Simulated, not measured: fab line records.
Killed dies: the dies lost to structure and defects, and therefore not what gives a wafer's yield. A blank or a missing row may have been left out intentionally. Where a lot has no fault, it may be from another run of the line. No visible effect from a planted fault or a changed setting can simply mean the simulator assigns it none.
Which tool was responsible? | flow gf180mcu | 13 lots, 39 wafers sampled, at 5 steps of a route of 602

## WHAT THE GAUGES SHOWED, per wafer
GF_HV_LDD_OVL_MEAS_08. Usual: HV_LDD_OVL typically reads 0.3 nm, with standard deviation 1.2.
lot  | measured     | on         | HV_LDD_OVL (nm) | flag
L946 | day 10 06:52 | overlay-01 | 0.0 -0.6 -1.2   |
L947 | day 10 13:14 | overlay-02 | 0.5 1.3 1.3     |
L948 | day 10 20:07 | overlay-02 | 1.2 -0.5 1.9    |
L949 | day 11 06:31 | overlay-01 | 0.0 -1.6 0.0    |
L950 | day 11 14:34 | overlay-01 | -0.8 -0.5 -1.7  |
L951 | day 11 19:52 | overlay-01 | -0.7 -0.5 0.1   |
L961 | day 15 01:46 | overlay-01 | -1.2 -0.3 -2.4  |
L962 | day 15 06:28 | overlay-01 | 2.0 2.4 1.6     |
L963 | day 15 19:31 | overlay-02 | 2.2 1.9 1.3     |
L964 | day 16 00:22 | overlay-01 | -0.1 2.4 0.6    |
L966 | day 16 13:13 | overlay-02 | -0.8 0.1 -1.5   |
L967 | day 16 22:49 | overlay-02 | -0.5 0.1 1.3    |
L968 | day 17 07:58 | overlay-02 | 1.3 0.0 1.1     |

GF_HV_LDD_TW_MEAS_50. Usual: HV_LDD_4_TW typically reads 565, with standard deviation 3.3.
lot  | measured     | on            | HV_LDD_4_TW | flag
L946 | day 12 18:04 | film_metro-01 | 565 559 560 |
L947 | day 13 01:55 | film_metro-01 | 564 566 567 |
L948 | day 13 08:12 | film_metro-02 | 569 569 569 |
L949 | day 13 19:55 | film_metro-01 | 564 564 564 |
L950 | day 14 04:54 | film_metro-02 | 567 567 568 |
L951 | day 14 10:54 | film_metro-04 | 565 563 561 |
L961 | day 17 22:28 | film_metro-04 | 509 511 510 | OFF
L962 | day 18 02:57 | film_metro-04 | 509 508 509 | OFF
L963 | day 18 17:52 | film_metro-01 | 567 567 567 |
L964 | day 19 00:16 | film_metro-02 | 569 572 572 |
L966 | day 19 13:30 | film_metro-01 | 564 564 565 |
L967 | day 19 23:40 | film_metro-04 | 566 565 565 |
L968 | day 20 10:00 | film_metro-02 | 567 567 566 |

GF_V2_OVL_MEAS_15. Usual: V2_OVL typically reads 1 nm, with standard deviation 4.5.
lot  | measured     | on         | V2_OVL (nm) | flag
L946 | day 20 18:19 | overlay-02 | 1 4 4       |
L947 | day 21 02:05 | overlay-01 | -2 -3 -2    |
L948 | day 21 12:49 | overlay-01 | -3 4 4      |
L949 | day 21 23:22 | overlay-02 | -3 -4 -7    |
L950 | day 22 10:10 | overlay-02 | 1 -2 -3     |
L951 | day 22 16:43 | overlay-02 | 2 -1 3      |
L961 | day 26 03:46 | overlay-02 | 9 5 6       |
L962 | day 26 12:10 | overlay-02 | 2 -2 -3     |
L963 | day 26 23:13 | overlay-02 | 4 5 12      |
L964 | day 27 02:07 | overlay-02 | -4 -2 -4    |
L966 | day 27 13:38 | overlay-02 | -2 0 -6     |
L967 | day 27 22:28 | overlay-02 | 6 9 4       |
L968 | day 28 11:22 | overlay-02 | 2 7 8       |

## WHICH TOOL RAN EACH LOT (tool, then ch and the chambers of the sampled wafers, then the start)
lot  | GF_LVPWELL_STRIP_10                 | GF_HV_LDD_IMPLANT_48
L946 | plasma_asher-02 ch 0,1, day 4 03:38 | implanter-03 ch 0, day 12 17:50
L947 | plasma_asher-03 ch 0,1, day 4 08:04 | implanter-01 ch 0, day 13 01:42
L948 | plasma_asher-01 ch 0,1, day 4 12:38 | implanter-01 ch 0, day 13 07:57
L949 | plasma_asher-02 ch 1, day 4 19:41   | implanter-01 ch 0, day 13 19:40
L950 | plasma_asher-01 ch 0,1, day 4 22:38 | implanter-01 ch 0, day 14 04:39
L951 | plasma_asher-03 ch 0,1, day 5 06:38 | implanter-03 ch 0, day 14 10:39
L961 | plasma_asher-02 ch 0,1, day 7 16:02 | implanter-01 ch 0, day 17 22:13
L962 | plasma_asher-03 ch 0,1, day 7 19:29 | implanter-01 ch 0, day 18 02:42
L963 | plasma_asher-03 ch 0,1, day 8 04:55 | implanter-03 ch 0, day 18 17:39
L964 | plasma_asher-03 ch 0,1, day 8 09:02 | implanter-03 ch 0, day 19 00:02
L966 | plasma_asher-01 ch 0,1, day 8 19:17 | implanter-03 ch 0, day 19 13:15
L967 | plasma_asher-01 ch 0,1, day 9 01:26 | implanter-03 ch 0, day 19 23:25
L968 | plasma_asher-03 ch 1, day 9 06:56   | implanter-04 ch 0, day 20 09:45
- GF_LVPWELL_STRIP_10: strips in O2/N2.
- GF_HV_LDD_IMPLANT_48

## AS READ BY THE TOOLS THEMSELVES (means over the sampled wafers that have a number; for cases with no such wafer, the mark the record gives instead)
GF_LVPWELL_STRIP_10. Usual: drypump_motor_current_A 5.8 A, standard deviation 0.54; heater_power_w 369 W, standard deviation 34; o2_flow_sccm 3000 sccm, standard deviation 11; oes_product_au 0.723 a.u., standard deviation 0.0043; strip_time_to_endpoint_s 36.97 s, standard deviation 0.089.
lot  | tool            | drypump_motor_current_A (A) | heater_power_w (W) | o2_flow_sccm (sccm) | oes_product_au (a.u.) | strip_time_to_endpoint_s (s) | flag
L946 | plasma_asher-02 | 5.7                         | 344                | 3000                | 0.721                 | 37.03                        |
L947 | plasma_asher-03 | 5.2                         | 373                | 3002                | 0.722                 | 36.90                        |
L948 | plasma_asher-01 | 6.2                         | 363                | 2996                | 0.725                 | 36.86                        |
L949 | plasma_asher-02 | 5.7                         | 336                | 2997                | 0.722                 | 37.04                        |
L950 | plasma_asher-01 | 6.4                         | 378                | 3009                | 0.721                 | 37.10                        |
L951 | plasma_asher-03 | 5.6                         | 397                | 3011                | 0.728                 | 36.94                        |
L961 | plasma_asher-02 | 5.7                         | 342                | 3002                | 0.724                 | 36.99                        |
L962 | plasma_asher-03 | 5.2                         | 373                | 2986                | 0.721                 | 37.15                        |
L963 | plasma_asher-03 | 5.6                         | 396                | 3002                | 0.728                 | 36.87                        |
L964 | plasma_asher-03 | 5.2                         | 373                | 2997                | 0.720                 | 37.03                        |
L966 | plasma_asher-01 | 6.4                         | 386                | 3002                | 0.719                 | 37.03                        |
L967 | plasma_asher-01 | 6.4                         | 388                | 2991                | 0.726                 | 36.90                        |
L968 | plasma_asher-03 | 4.8                         | 351                | 3003                | 0.721                 | 36.82                        |

GF_HV_LDD_IMPLANT_48. Usual: beam_energy_keV 25.002, standard deviation 0.0076; faraday_current_uA 169, standard deviation 3.5.
lot  | tool         | beam_energy_keV | faraday_current_uA | flag
L946 | implanter-03 | 25.007          | 170                |
L947 | implanter-01 | 25.006          | 170                |
L948 | implanter-01 | 25.010          | 168                |
L949 | implanter-01 | 25.006          | 170                |
L950 | implanter-01 | 25.014          | 166                |
L951 | implanter-03 | 25.005          | 168                |
L961 | implanter-01 | 15.631          | 170                | OFF
L962 | implanter-01 | 15.629          | 170                | OFF
L963 | implanter-03 | 25.002          | 169                |
L964 | implanter-03 | 24.991          | 170                |
L966 | implanter-03 | 24.991          | 168                |
L967 | implanter-03 | 24.995          | 170                |
L968 | implanter-04 | 24.995          | 170                |

## THE ANSWER, worked out from the rows above alone
Rule: a lot counts as off when the mean over its wafers that have a number is more than 3 standard deviations away from the usual mean. Also off: a lot with no number at a reading for which 4 or more lots have one. Any other lot the step has rows for is counted as sound. The gauges are gone through in route order, then the tools' own readings, and for those a lot's mean is taken as printed above. At the first step where some lot is off, the reading lying furthest off is the one used; lots without a number count as furthest.
Off: L961, L962, at GF_HV_LDD_TW_MEAS_50 (HV_LDD_4_TW).
If a tool, at a process step before that reading, ran all the lots that are off and no sound lot after the first of them, it fits. The gauges at GF_HV_LDD_TW_MEAS_50 aren't tried: what is off there is off at GF_HV_LDD_IMPLANT_48 too, on other tools, and a gauge's error can't cause that. One fits: implanter-01 at GF_HV_LDD_IMPLANT_48. A fault onset in the window from L950 (day 14 04:39, its last sound lot) to L961 (day 17 22:13, its first lot off) fits.
On the lots that are off, the tool's own readings at GF_HV_LDD_IMPLANT_48 differ by more than 5 times the standard deviation of the sound lots' means, which bears it out; beam_energy_keV reads 15.630 there versus 25.002 on the sound lots.

## WHAT THE SIMULATOR PUT IN
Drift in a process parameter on implanter-01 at GF_HV_LDD_IMPLANT_48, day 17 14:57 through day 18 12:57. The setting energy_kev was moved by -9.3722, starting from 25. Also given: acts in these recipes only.
Struck lots among those shown: L961, L962. The same result came from the rule above.
